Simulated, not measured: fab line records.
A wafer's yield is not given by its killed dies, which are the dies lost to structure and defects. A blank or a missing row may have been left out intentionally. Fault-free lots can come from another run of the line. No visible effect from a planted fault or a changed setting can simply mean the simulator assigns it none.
fab line records	flow sky130
record: lots: 10	wafers: 30	last-day: 50
route steps=708 shown PWDE@54 POLY_GATE@204 LDD_P@262 PAD_OPEN@708
lots untouched by any fault: they come from a run of this same line in which no faults occurred
start-h: hours from the record's opening day to when the first of the lot's shown wafers began	wait-h: hours since the lot's step before	" repeats the value in the row above	L1.1+2: a row that stands for several wafers	- no value, or no start was given	* or withheld: withheld	< > ~ a bound
route shown NAME@n: names a module that has steps shown in the file, with the first one's number in the route	usual: average and standard deviation across the fault-free wafers	same: alike in all rows	chamber/n: place in a boat	sites: readings site by site	_std_site: their standard deviation	_edge_site: outer sites' mean less inner sites'	radius-mm: how far each site lies from the wafer's centre	mask NAME#n: copy n	behind: tool/chamber where the wafer was last shaped	hold: why the lot was held/for how many hours/how that ended	device: the n, p or np transistor that did not switch	end of line: the tests these same wafers got at the end of their route	a step with no rows: only its recipe	killed: the dies lost at the first sort to structure and to defects; this is not the yield of the wafer	map: a wafer's dies, marking killed ones x, the rest . and places with no die _
set.NAME: the run value of the setting; set.NAME@STEP: its run value at that earlier step	model.NAME: the simulator's own value behind a step, which no gauge read
route steps across a sampled set of lots; one table per step, one row per wafer
services: from which hour (start-h, from the record's first day; less than 0 if before it) a tool's chamber was out of use, for how many hours, and why
== steps ==
step: SKY_PWDE_STRIP_09
recipe: chemistry: O2/N2	power-w: 1400	pressure-mtorr: 1500	platen-temp-c: withheld	o2-flow-sccm: 3000	n2-flow-sccm: 300	overash-fraction: 0.5
usual: drypump-motor-current-A: 5.7/0.34	oes-product-au: 0.723/0.0051	strip-time-to-endpoint-s: 36.91/0.12
lot.wafer	tool	chamber	start-h	wait-h	drypump-motor-current-A	oes-product-au	rf-hours-counter-h	strip-time-to-endpoint-s
L982.4	plasma-asher-04	0	77.98	0.1	5.8	0.719	-	36.79
L982.5	"	0	"	"	5.8	0.723	-	36.83
L982.6	"	1	"	"	6.2	0.720	-	36.81
L983.4	plasma-asher-04	1	80.84	0.1	6.2	0.724	-	36.95
L983.5	"	1	"	"	6.2	0.720	-	36.82
L983.6	"	0	"	"	5.8	0.727	-	36.84
L986.3	plasma-asher-04	1	100.99	0.1	6.2	0.721	-	36.87
L986.4	"	0	"	"	5.8	0.715	-	36.97
L986.5	"	1	"	"	6.2	0.723	-	36.93
L987.1	plasma-asher-03	1	109.22	0.1	5.5	0.727	42	36.93
L987.5	"	0	"	"	5.7	0.716	-	37.00
L987.6	"	1	"	"	5.5	0.716	-	36.97
L988.2	plasma-asher-02	0	112.99	0.1	5.9	0.726	42	36.93
L988.3	"	0	"	"	5.9	0.734	-	36.97
L988.6	"	1	"	"	5.1	0.725	-	36.98
L989.2	plasma-asher-04	1	119.11	0.1	6.2	0.713	0	37.18
L989.4	"	0	"	"	5.8	0.722	-	37.10
L989.6	"	0	"	"	5.8	0.726	-	37.13
L991.1	plasma-asher-04	0	130.96	0.1	5.8	0.733	1	37.03
L991.2	"	1	"	"	6.2	0.716	1	36.87
L991.3	"	0	"	"	5.8	0.726	-	37.11
L992.2	plasma-asher-04	0	137.12	0.1	5.8	0.717	2	36.83
L992.3	"	1	"	"	6.2	0.730	-	36.85
L992.5	"	1	"	"	6.2	0.722	-	36.78
L994.4	plasma-asher-03	0	148.43	0.1	5.7	0.709	-	36.87
L994.5	"	0	"	"	5.7	0.721	-	36.77
L994.6	"	1	"	"	5.4	0.722	-	36.89
L103.1	plasma-asher-04	1	197.32	0.1	6.1	0.728	8	36.71
L103.3	"	1	"	"	6.1	0.719	-	36.68
L103.6	"	1	"	"	6.2	0.722	-	36.77
step: SKY_POLY_GATE_CVD_00
recipe: material: poly-Si	target-thk-nm: 180	temp-c: 620	time-s: 720	pressure-mtorr: 200
usual: spike-tc-bottom-C: 639.5/1	spike-tc-centre-C: 621.4/1	spike-tc-lower-C: 619.4/1.1	spike-tc-upper-C: 619.8/1.2	susceptor-temp-C: 620.0/0.3
lot.wafer	tool	chamber	start-h	wait-h	spike-tc-bottom-C	spike-tc-centre-C	spike-tc-lower-C	spike-tc-upper-C	susceptor-temp-C
L982.4	lpcvd-01	1	321.57	0.0	639.8	621.7	620.8	619.5	619.6
L982.5	"	1	"	"	640.6	621.3	620.9	617.3	619.9
L982.6	"	1	"	"	639.1	620.8	620.4	618.0	619.7
L983.4	lpcvd-01	1	327.34	0.0	638.7	621.2	618.7	620.5	619.9
L983.5	"	1	"	"	639.4	623.4	617.5	618.8	619.9
L983.6	"	1	"	"	640.4	620.7	619.6	618.5	619.7
L986.3	lpcvd-01	1	379.85	0.0	638.7	620.9	619.2	619.0	619.8
L986.4	"	1	"	"	640.4	622.8	620.7	619.1	620.0
L986.5	"	1	"	"	640.5	622.1	618.6	618.8	619.8
L987.1	lpcvd-01	1	381.39	0.0	638.8	620.7	620.9	620.1	619.9
L987.5	"	1	"	"	641.2	621.6	621.0	620.5	620.2
L987.6	"	1	"	"	639.3	620.8	620.2	619.4	620.1
L988.2	lpcvd-01	0	381.39	0.0	637.7	621.5	620.5	622.6	619.9
L988.3	"	0	"	"	639.4	621.9	619.4	618.7	619.9
L988.6	"	0	"	"	639.2	622.1	618.1	620.6	620.2
L989.2	lpcvd-01	0	385.84	0.0	639.8	621.2	617.2	619.4	620.4
L989.4	"	0	"	"	638.5	620.6	621.1	619.1	620.4
L989.6	"	0	"	"	642.2	621.6	619.1	620.0	620.4
L991.1	lpcvd-01	0	405.73	0.0	639.2	621.7	619.4	620.8	620.1
L991.2	"	0	"	"	640.4	622.3	616.3	620.9	619.9
L991.3	"	0	"	"	638.0	623.7	618.7	620.0	619.8
L992.2	lpcvd-01	1	415.95	0.0	638.9	621.0	620.6	618.8	619.8
L992.3	"	1	"	"	640.8	619.4	619.7	618.0	620.0
L992.5	"	1	"	"	638.9	620.3	619.9	619.3	619.8
L994.4	lpcvd-01	1	434.40	0.0	630.3	612.4	612.4	610.1	611.1
L994.5	"	1	"	"	631.9	612.9	611.0	612.2	611.7
L994.6	"	1	"	"	631.2	611.8	610.8	612.7	611.3
L103.1	lpcvd-01	0	498.54	0.9	638.8	623.0	618.0	619.1	620.3
L103.3	"	0	"	"	640.1	621.9	620.5	620.3	620.1
L103.6	"	0	"	"	639.8	622.5	619.3	620.4	620.2
step: SKY_POLY_GATE_THK_MEAS_01
recipe: reads: poly-Si_of_POLY_GATE_CVD_00
usual: POLY_GATE_CVD_00_THK: 179.9/1.5
lot.wafer	tool	chamber	start-h	wait-h	POLY_GATE_CVD_00_THK[nm]
L982.4	film-metro-02	-	322.80	0.0	180.6
L982.5	"	-	"	"	182.6
L982.6	"	-	"	"	182.7
L983.4	film-metro-02	-	328.57	0.0	181.4
L983.5	"	-	"	"	181.4
L983.6	"	-	"	"	181.3
L986.3	film-metro-02	-	381.07	0.0	181.1
L986.4	"	-	"	"	179.5
L986.5	"	-	"	"	179.4
L987.1	film-metro-04	-	382.59	0.0	178.1
L987.5	"	-	"	"	179.1
L987.6	"	-	"	"	177.4
L988.2	film-metro-02	-	382.60	0.0	181.3
L988.3	"	-	"	"	180.0
L988.6	"	-	"	"	180.7
L989.2	film-metro-04	-	387.05	0.0	180.2
L989.4	"	-	"	"	180.3
L989.6	"	-	"	"	179.6
L991.1	film-metro-04	-	406.93	0.0	180.5
L991.2	"	-	"	"	180.8
L991.3	"	-	"	"	180.8
L992.2	film-metro-04	-	417.16	0.0	180.6
L992.3	"	-	"	"	180.6
L992.5	"	-	"	"	181.2
L994.4	film-metro-02	-	435.63	0.0	148.1
L994.5	"	-	"	"	146.7
L994.6	"	-	"	"	147.7
L103.1	film-metro-01	-	499.74	0.0	180.0
L103.3	"	-	"	"	179.4
L103.6	"	-	"	"	178.1
step: SKY_POLY_GATE_ETCH_17
recipe: target-depth-nm: 180	stop-on: SiO2	over-etch-frac: 0.56667	chemistry: HBr/Cl2	target: poly-Si	icp-w: 400	bias-w: 100	pressure-mtorr: 10	HBr_flow_sccm: 150	Cl2_flow_sccm: 50	time-s: 70.5
usual: HBr_flow_sccm: 150.0/0.47	drypump-motor-current-A: 5.8/0.34	oes-product-au: 0.988/0.0062	rf-fwd-power-W: 396.8/1.5	throttle-valve-pct: 33.683/0.009
lot.wafer	tool	chamber	start-h	wait-h	HBr_flow_sccm	drypump-motor-current-A	oes-product-au	rf-fwd-power-W	rf-hours-counter-h	throttle-valve-pct
L982.4	rie-si-02	1	379.32	0.0	150.5	5.2	0.985	399.0	1	33.690
L982.5	"	0	"	"	150.4	6.3	0.994	398.0	-	33.694
L982.6	"	1	"	"	150.6	5.2	0.989	397.9	-	33.678
L983.4	rie-si-02	2	386.00	0.0	149.4	5.9	0.998	398.3	44	33.690
L983.5	"	3	"	"	149.6	5.5	0.989	397.8	-	33.671
L983.6	"	0	"	"	149.8	6.3	0.987	398.0	-	33.680
L986.3	rie-si-02	0	444.67	0.0	150.1	6.3	0.987	395.7	5	33.694
L986.4	"	2	"	"	150.5	5.9	0.986	394.3	44	33.674
L986.5	"	2	"	"	150.2	5.9	0.988	394.8	-	33.676
L987.1	rie-si-01	2	444.91	0.0	149.8	6.0	0.981	393.8	52	33.701
L987.5	"	3	"	"	150.0	5.7	0.985	395.2	-	33.699
L987.6	"	2	"	"	149.9	6.0	0.986	395.7	-	33.672
L988.2	rie-si-02	0	445.02	0.0	149.2	6.2	0.985	395.5	5	33.690
L988.3	"	1	"	"	150.5	5.2	0.985	399.4	1	33.676
L988.6	"	1	"	"	150.8	5.2	0.986	398.8	-	33.686
L989.2	rie-si-02	1	449.71	0.0	150.9	5.2	0.987	394.2	1	33.690
L989.4	"	1	"	"	151.1	5.2	0.990	396.7	-	33.691
L989.6	"	0	"	"	150.0	6.2	0.981	397.5	-	33.696
L991.1	rie-si-02	1	469.77	0.0	149.8	5.2	0.991	396.7	2	33.687
L991.2	"	2	"	"	150.3	5.9	0.982	395.2	45	33.689
L991.3	"	3	"	"	150.4	5.5	0.993	394.7	0	33.694
L992.2	rie-si-01	0	479.71	0.0	149.7	6.2	0.991	397.1	2	33.693
L992.3	"	3	"	"	150.3	5.8	0.986	394.9	1	33.674
L992.5	"	1	"	"	150.1	5.9	0.987	398.5	-	33.687
L994.4	rie-si-01	2	498.96	0.0	150.2	6.0	0.864	395.2	52	33.690
L994.5	"	2	"	"	150.2	6.0	0.861	393.8	-	33.677
L994.6	"	1	"	"	150.3	5.8	0.872	397.9	-	33.662
L103.1	rie-si-02	3	563.07	0.0	151.5	5.5	0.990	398.6	0	33.680
L103.3	"	2	"	"	150.6	5.9	0.987	395.8	0	33.685
L103.6	"	2	"	"	150.0	5.9	0.982	397.0	-	33.685
step: SKY_LDD_P_CD_MEAS_07
recipe: target-cd-nm: 380
usual: cd-nm: 380.1/2.9
lot.wafer	tool	chamber	start-h	wait-h	cd-nm
L982.4	cd-sem-02	-	441.92	0.1	383.2
L982.5	"	-	"	"	381.0
L982.6	"	-	"	"	383.1
L983.4	cd-sem-01	-	450.04	0.1	382.7
L983.5	"	-	"	"	380.2
L983.6	"	-	"	"	383.2
L988.2	cd-sem-02	-	507.58	0.1	387.4
L988.3	"	-	"	"	384.5
L988.6	"	-	"	"	383.8
L986.3	cd-sem-02	-	508.63	0.1	378.1
L986.4	"	-	"	"	377.5
L986.5	"	-	"	"	377.8
L987.1	cd-sem-02	-	512.95	0.2	380.4
L987.5	"	-	"	"	378.4
L987.6	"	-	"	"	379.6
L989.2	cd-sem-02	-	516.76	0.2	381.4
L989.4	"	-	"	"	379.0
L989.6	"	-	"	"	380.9
L991.1	cd-sem-02	-	536.43	0.1	381.4
L991.2	"	-	"	"	382.0
L991.3	"	-	"	"	382.7
L992.2	cd-sem-02	-	545.86	0.1	375.4
L992.3	"	-	"	"	378.8
L992.5	"	-	"	"	378.1
L994.4	cd-sem-02	-	562.09	0.1	377.8
L994.5	"	-	"	"	378.8
L994.6	"	-	"	"	380.7
L103.1	cd-sem-02	-	625.23	0.1	378.6
L103.3	"	-	"	"	378.5
L103.6	"	-	"	"	379.4
step: SKY_LDD_P_STRIP_10
recipe: chemistry: O2/N2	power-w: 1400	pressure-mtorr: 1500	platen-temp-c: withheld	o2-flow-sccm: 3000	n2-flow-sccm: 300	overash-fraction: 0.5
usual: drypump-motor-current-A: 5.6/0.32	oes-product-au: 0.716/0.0048	strip-time-to-endpoint-s: 14.18/0.05
lot.wafer	tool	chamber	start-h	wait-h	drypump-motor-current-A	oes-product-au	rf-hours-counter-h	strip-time-to-endpoint-s
L982.4	plasma-asher-04	0	442.20	0.1	5.8	0.715	-	14.19
L982.5	"	1	"	"	6.2	0.714	-	14.16
L982.6	"	0	"	"	5.8	0.716	-	14.17
L983.4	plasma-asher-02	1	450.32	0.1	5.1	0.712	-	14.17
L983.5	"	1	"	"	5.1	0.718	-	14.13
L983.6	"	0	"	"	5.9	0.710	-	14.15
L988.2	plasma-asher-03	0	508.06	0.1	5.7	0.720	79	14.20
L988.3	"	0	"	"	5.7	0.719	-	14.18
L988.6	"	1	"	"	5.5	0.708	-	14.20
L986.3	plasma-asher-03	0	508.93	0.1	5.7	0.716	-	14.17
L986.4	"	1	"	"	5.5	0.710	-	14.14
L986.5	"	1	"	"	5.5	0.720	-	14.19
L987.1	plasma-asher-02	0	513.26	0.1	5.9	0.719	9	14.24
L987.5	"	0	"	"	5.9	0.724	-	14.25
L987.6	"	1	"	"	5.1	0.708	-	14.20
L989.2	plasma-asher-04	1	517.05	0.1	6.2	0.714	40	14.15
L989.4	"	0	"	"	5.8	0.724	-	14.13
L989.6	"	0	"	"	5.8	0.715	-	14.14
L991.1	plasma-asher-03	1	536.74	0.1	5.5	0.721	82	14.20
L991.2	"	0	"	"	5.7	0.717	82	14.17
L991.3	"	0	"	"	5.8	0.723	-	14.22
L992.2	plasma-asher-04	1	546.14	0.1	6.2	0.716	43	14.14
L992.3	"	1	"	"	6.1	0.717	-	14.15
L992.5	"	1	"	"	6.2	0.718	-	14.15
L994.4	plasma-asher-02	1	562.37	0.1	5.1	0.707	-	14.13
L994.5	"	0	"	"	5.9	0.715	-	14.11
L994.6	"	1	"	"	5.1	0.716	-	14.09
L103.1	plasma-asher-03	0	625.54	0.1	5.8	0.719	91	14.20
L103.3	"	0	"	"	5.7	0.719	-	14.23
L103.6	"	1	"	"	5.4	0.716	-	14.22
step: SKY_PAD_OPEN_PROBE_99
usual: killed_at_M0_to_M3: 45/6.9	killed_at_M4_up: 3.0/1.7	killed-at-contacts: 25/5.6	killed-at-front-end: 15/4.2	killed-at-other: 0.3/0.55	killed-dies: 89/9.6	killed-on-rim: 18/4	killed-open: 49/7.2	killed-short: 39/6.5
same: gross-dies: 492	killed-at-back-side: 0
lot.wafer	tool	chamber	start-h	wait-h	killed_at_M0_to_M3	killed_at_M4_up	killed-at-contacts	killed-at-front-end	killed-at-other	killed-dies	killed-on-rim	killed-open	killed-short
L982.4	prober-02	-	1081.14	0.2	54	4	26	15	0	99	26	57	42
L982.5	prober-02	-	1081.19	0.2	41	3	28	15	1	88	21	45	43
L982.6	prober-02	-	1081.24	0.2	56	2	24	14	0	96	18	60	36
L983.4	prober-01	-	1088.09	0.2	44	2	24	16	0	86	19	51	35
L983.5	prober-01	-	1088.14	0.2	51	4	21	10	0	86	24	53	33
L983.6	prober-01	-	1088.19	0.2	59	2	20	19	0	100	15	51	49
L988.2	prober-02	-	1127.14	0.1	42	7	27	7	0	83	11	48	35
L988.3	prober-02	-	1127.19	0.2	34	3	30	23	1	91	23	53	37
L988.6	prober-02	-	1127.34	0.2	47	2	33	15	0	97	19	49	48
L986.3	prober-01	-	1128.69	0.2	45	3	21	11	0	80	15	47	33
L986.4	prober-01	-	1128.74	0.2	37	4	25	16	1	83	17	45	37
L986.5	prober-01	-	1128.79	0.2	53	1	17	16	1	88	15	45	41
L987.1	prober-01	-	1130.09	0.1	48	3	24	14	0	89	20	48	41
L987.5	prober-01	-	1130.29	0.2	43	2	37	15	0	97	16	48	49
L987.6	prober-01	-	1130.34	0.2	49	1	20	10	0	80	13	49	31
L989.2	prober-02	-	1131.70	0.1	35	3	20	9	0	67	14	33	34
L989.4	prober-02	-	1131.80	0.2	40	1	22	12	0	75	14	44	31
L989.6	prober-02	-	1131.90	0.2	39	5	23	14	0	81	11	41	40
L991.1	prober-02	-	1143.14	0.1	41	2	32	15	0	90	22	56	34
L991.2	prober-02	-	1143.19	0.1	46	1	24	9	0	80	15	47	33
L991.3	prober-02	-	1143.24	0.2	44	2	24	18	0	88	20	59	28
L992.2	prober-01	-	1148.43	0.1	44	2	28	18	0	92	10	59	33
L992.3	prober-01	-	1148.48	0.2	45	3	25	15	0	88	19	51	37
L992.5	prober-01	-	1148.58	0.2	42	4	32	16	0	94	16	54	40
L994.4	prober-01	-	1158.84	0.2	42	4	23	14	0	83	21	48	35
L994.5	prober-01	-	1158.89	0.2	43	0	45	17	0	105	20	69	36
L994.6	prober-01	-	1158.94	0.2	53	7	21	12	0	93	23	54	39
L103.1	prober-02	-	1195.34	0.1	37	5	28	12	1	83	19	48	34
L103.3	prober-02	-	1195.44	0.2	49	1	21	10	0	81	19	47	33
L103.6	prober-02	-	1195.59	0.2	42	0	19	11	1	73	13	40	33
killed by level:class
L982.4 VIA1:geometric-particle:open=14 CONTACT:geometric-particle:open=12 VIA3:geometric-particle:open=12 CONTACT:geometric-particle:short=7 VIA1:geometric-particle:short=6 METAL3:geometric-particle:short=6 FIELD_ISO:geometric-particle:short=5 POLY_GATE:geometric-particle:open=5
L982.5 LI_CONTACT:geometric-particle:open=9 CONTACT:geometric-particle:open=8 VIA1:geometric-particle:short=7 VIA3:geometric-particle:open=7 FIELD_ISO:geometric-particle:open=6 POLY_GATE:geometric-particle:short=5 METAL1:geometric-particle:short=5 LOCAL_INTERCONNECT:geometric-particle:short=5
L982.6 VIA1:geometric-particle:open=19 VIA3:geometric-particle:open=11 CONTACT:geometric-particle:open=9 VIA2:geometric-particle:open=6 METAL2:geometric-particle:short=5 POLY_GATE:geometric-particle:open=4 LOCAL_INTERCONNECT:geometric-particle:short=4 CONTACT:geometric-particle:short=4
L983.4 CONTACT:geometric-particle:open=11 FIELD_ISO:geometric-particle:short=8 VIA1:geometric-particle:open=8 LI_CONTACT:geometric-particle:open=7 VIA2:geometric-particle:open=7 METAL1:geometric-particle:short=7 VIA3:geometric-particle:open=6 METAL2:geometric-particle:short=4
L983.5 VIA1:geometric-particle:open=14 VIA2:geometric-particle:open=9 LI_CONTACT:geometric-particle:open=8 FIELD_ISO:geometric-particle:open=7 CONTACT:geometric-particle:open=7 VIA2:geometric-particle:short=6 VIA1:geometric-particle:short=5 VIA3:geometric-particle:open=5
L983.6 VIA1:geometric-particle:open=15 VIA1:geometric-particle:short=12 CONTACT:geometric-particle:open=9 FIELD_ISO:geometric-particle:short=7 VIA2:geometric-particle:open=6 LI_CONTACT:geometric-particle:open=5 VIA3:geometric-particle:short=5 VIA2:geometric-particle:short=4
L988.2 VIA1:geometric-particle:open=14 CONTACT:geometric-particle:open=9 LI_CONTACT:geometric-particle:open=6 CONTACT:geometric-particle:short=6 VIA2:geometric-particle:short=5 METAL2:geometric-particle:short=5 METAL1:geometric-particle:short=5 LOCAL_INTERCONNECT:geometric-particle:short=4
L988.3 CONTACT:geometric-particle:open=15 VIA2:geometric-particle:open=8 VIA1:geometric-particle:open=6 CONTACT:geometric-particle:short=5 POLY_GATE:geometric-particle:short=5 POLY_GATE:geometric-particle:open=5 SPACER:geometric-particle:open=5 VIA3:geometric-particle:open=5
L988.6 CONTACT:geometric-particle:open=13 VIA1:geometric-particle:open=11 CONTACT:geometric-particle:short=9 VIA3:geometric-particle:open=8 METAL1:geometric-particle:short=7 VIA1:geometric-particle:short=5 VIA2:geometric-particle:open=5 LI_CONTACT:geometric-particle:open=4
L986.3 VIA1:geometric-particle:open=11 METAL1:geometric-particle:short=9 CONTACT:geometric-particle:open=9 LI_CONTACT:geometric-particle:open=7 METAL2:geometric-particle:short=6 METAL2:geometric-particle:open=5 VIA1:geometric-particle:short=4 VIA2:geometric-particle:open=4
L986.4 VIA3:geometric-particle:open=8 CONTACT:geometric-particle:open=7 METAL1:geometric-particle:short=6 LI_CONTACT:geometric-particle:open=6 CONTACT:geometric-particle:short=6 POLY_GATE:geometric-particle:open=5 METAL2:geometric-particle:short=5 FIELD_ISO:geometric-particle:open=4
L986.5 VIA1:geometric-particle:open=12 VIA2:geometric-particle:open=10 METAL2:geometric-particle:short=8 POLY_GATE:geometric-particle:open=5 LI_CONTACT:geometric-particle:open=5 VIA1:geometric-particle:short=5 FIELD_ISO:geometric-particle:short=4 CONTACT:geometric-particle:short=4
L987.1 VIA3:geometric-particle:open=10 CONTACT:geometric-particle:open=8 LI_CONTACT:geometric-particle:open=7 VIA1:geometric-particle:short=7 METAL1:geometric-particle:open=6 LOCAL_INTERCONNECT:geometric-particle:short=6 METAL1:geometric-particle:short=6 POLY_GATE:geometric-particle:open=5
L987.5 CONTACT:geometric-particle:open=10 VIA3:geometric-particle:open=10 LI_CONTACT:geometric-particle:open=9 CONTACT:geometric-particle:short=6 METAL1:geometric-particle:short=6 VIA3:geometric-particle:short=6 LOCAL_INTERCONNECT:geometric-particle:short=5 VIA1:geometric-particle:open=5
L987.6 VIA1:geometric-particle:open=18 VIA2:geometric-particle:open=8 VIA3:geometric-particle:open=7 LI_CONTACT:geometric-particle:open=6 LOCAL_INTERCONNECT:geometric-particle:short=6 METAL3:geometric-particle:short=5 FIELD_ISO:geometric-particle:open=4 POLY_GATE:geometric-particle:short=4
L989.2 VIA1:geometric-particle:open=8 METAL2:geometric-particle:short=7 VIA3:geometric-particle:open=7 LI_CONTACT:geometric-particle:open=5 CONTACT:geometric-particle:open=5 CONTACT:geometric-particle:short=5 METAL3:geometric-particle:short=4 LI_CONTACT:geometric-particle:short=3
L989.4 VIA1:geometric-particle:open=12 CONTACT:geometric-particle:open=8 VIA1:geometric-particle:short=7 LI_CONTACT:geometric-particle:open=7 LOCAL_INTERCONNECT:geometric-particle:short=5 FIELD_ISO:geometric-particle:short=4 METAL2:geometric-particle:short=4 FIELD_ISO:geometric-particle:open=3
L989.6 VIA1:geometric-particle:open=10 LI_CONTACT:geometric-particle:open=8 VIA3:geometric-particle:open=7 POLY_GATE:geometric-particle:short=6 METAL2:geometric-particle:short=6 LI_CONTACT:geometric-particle:short=5 LOCAL_INTERCONNECT:geometric-particle:short=4 CONTACT:geometric-particle:open=4
L991.1 VIA1:geometric-particle:open=23 LI_CONTACT:geometric-particle:open=13 CONTACT:geometric-particle:short=7 CONTACT:geometric-particle:open=6 POLY_GATE:geometric-particle:short=5 POLY_GATE:geometric-particle:open=5 FIELD_ISO:geometric-particle:short=4 LOCAL_INTERCONNECT:geometric-particle:short=4
L991.2 VIA1:geometric-particle:open=11 CONTACT:geometric-particle:open=11 LI_CONTACT:geometric-particle:open=8 METAL2:geometric-particle:short=8 VIA1:geometric-particle:short=7 VIA3:geometric-particle:open=6 POLY_GATE:geometric-particle:short=3 VIA2:geometric-particle:open=3
L991.3 VIA1:geometric-particle:open=15 CONTACT:geometric-particle:open=9 VIA2:geometric-particle:open=7 POLY_GATE:geometric-particle:open=5 LI_CONTACT:geometric-particle:open=5 VIA3:geometric-particle:open=5 FIELD_ISO:geometric-particle:open=4 METAL2:geometric-particle:short=4
L992.2 CONTACT:geometric-particle:open=14 VIA1:geometric-particle:open=13 VIA3:geometric-particle:open=9 LI_CONTACT:geometric-particle:open=7 POLY_GATE:geometric-particle:short=6 FIELD_ISO:geometric-particle:open=5 POLY_GATE:geometric-particle:open=5 METAL2:geometric-particle:short=4
L992.3 VIA1:geometric-particle:open=12 VIA3:geometric-particle:open=9 LI_CONTACT:geometric-particle:open=8 CONTACT:geometric-particle:open=8 METAL2:geometric-particle:short=6 LI_CONTACT:geometric-particle:short=5 METAL1:geometric-particle:short=5 POLY_GATE:geometric-particle:open=4
L992.5 CONTACT:geometric-particle:open=14 VIA1:geometric-particle:open=10 METAL2:geometric-particle:short=8 CONTACT:geometric-particle:short=7 POLY_GATE:geometric-particle:open=6 VIA2:geometric-particle:open=6 LI_CONTACT:geometric-particle:open=5 VIA3:geometric-particle:open=5
L994.4 VIA1:geometric-particle:open=9 LI_CONTACT:geometric-particle:open=8 METAL2:geometric-particle:short=7 CONTACT:geometric-particle:open=6 VIA2:geometric-particle:open=6 VIA3:geometric-particle:open=6 FIELD_ISO:geometric-particle:short=5 POLY_GATE:geometric-particle:short=4
L994.5 CONTACT:geometric-particle:open=21 LI_CONTACT:geometric-particle:open=12 VIA3:geometric-particle:open=7 VIA1:geometric-particle:open=6 VIA2:geometric-particle:open=6 FIELD_ISO:geometric-particle:open=5 LOCAL_INTERCONNECT:geometric-particle:short=5 VIA1:geometric-particle:short=5
L994.6 VIA2:geometric-particle:open=11 CONTACT:geometric-particle:open=9 VIA1:geometric-particle:open=9 VIA1:geometric-particle:short=8 VIA3:geometric-particle:open=7 LI_CONTACT:geometric-particle:open=5 METAL4:geometric-particle:short=5 LOCAL_INTERCONNECT:geometric-particle:short=4
L103.1 CONTACT:geometric-particle:open=9 LI_CONTACT:geometric-particle:open=8 CONTACT:geometric-particle:short=8 VIA1:geometric-particle:open=8 VIA3:geometric-particle:open=7 FIELD_ISO:geometric-particle:open=5 FIELD_ISO:geometric-particle:short=4 METAL1:geometric-particle:short=4
L103.3 VIA1:geometric-particle:open=14 CONTACT:geometric-particle:open=11 VIA3:geometric-particle:open=8 METAL2:geometric-particle:short=7 METAL1:geometric-particle:short=6 VIA1:geometric-particle:short=5 LI_CONTACT:geometric-particle:open=4 CONTACT:geometric-particle:short=3
L103.6 VIA1:geometric-particle:open=14 METAL2:geometric-particle:short=7 VIA3:geometric-particle:open=6 CONTACT:geometric-particle:short=5 FIELD_ISO:geometric-particle:open=4 LOCAL_INTERCONNECT:geometric-particle:short=4 LI_CONTACT:geometric-particle:open=4 VIA2:geometric-particle:short=4
== services ==
tool	chamber	start-h	hours	kind
plasma-asher-04	-	108.75	9.0	pm
plasma-asher-03	-	113.14	3.2	repair
rie-si-02	-	158.28	0.2	repair
plasma-asher-03	-	175.67	2.1	repair
rie-si-02	-	185.60	0.1	repair
rie-si-02	2	209.64	28.7	repair
plasma-asher-04	-	260.32	7.4	repair
rie-si-02	-	276.24	2.8	pm
plasma-asher-04	-	287.19	1.5	repair
rie-si-02	2	290.02	11.1	repair
rie-si-02	0	311.17	1.0	repair
lpcvd-01	-	312.47	3.9	repair
rie-si-02	2	346.40	1.8	repair
rie-si-02	2	370.30	6.7	repair
plasma-asher-02	-	377.76	0.6	repair
rie-si-02	2	391.03	2.4	repair
rie-si-02	1	398.02	11.7	repair
lpcvd-01	-	398.67	1.4	repair
lpcvd-01	-	400.11	2.8	pm
plasma-asher-03	-	468.31	28.1	pm
plasma-asher-03	-	510.57	2.8	pm
rie-si-02	0	563.90	6.6	repair
rie-si-02	0	613.09	7.4	repair
rie-si-02	-	620.96	1.6	repair
== key ==
first-sign: step: SKY_POLY_GATE_CVD_00	reading: susceptor-temp-C	direction: down	sigmas: 29	usual: *	struck: *
effect: step: SKY_POLY_GATE_CVD_00	reading: spike-tc-centre-C	direction: down	sigmas: 9	usual: 621.4	struck: 612.4
effect: step: SKY_POLY_GATE_THK_MEAS_01	reading: POLY_GATE_CVD_00_THK	direction: down	sigmas: 21	usual: 179.9	struck: 147.5
effect: step: SKY_POLY_GATE_ETCH_17	reading: oes-product-au	direction: down	sigmas: 20	usual: 0.988	struck: 0.865
met-at SKY_POLY_GATE_CVD_00
struck-lots L994
struck-wafers L994.4,L994.5,L994.6
tester-left-out L994
not-acting-at SKY_PWDE_STRIP_09,SKY_LDD_P_CD_MEAS_07,SKY_LDD_P_STRIP_10
onset-between 415.95 434.40
fault: kind: process-parameter-drift	tool: lpcvd-01	chamber: 1	onset-h: 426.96	steps: SKY_POLY_GATE_CVD_00	channel: temp-c	offset: *	shape: step	end-h: 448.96	stated: *
tester-left-out: of these lots the tester's yield and bins aren't shown, on N5 and GAA mostly nor the transistor test; their killed dies are dies lost to structure and defects alone, not to doping, threshold or leakage, so they don't give the yield
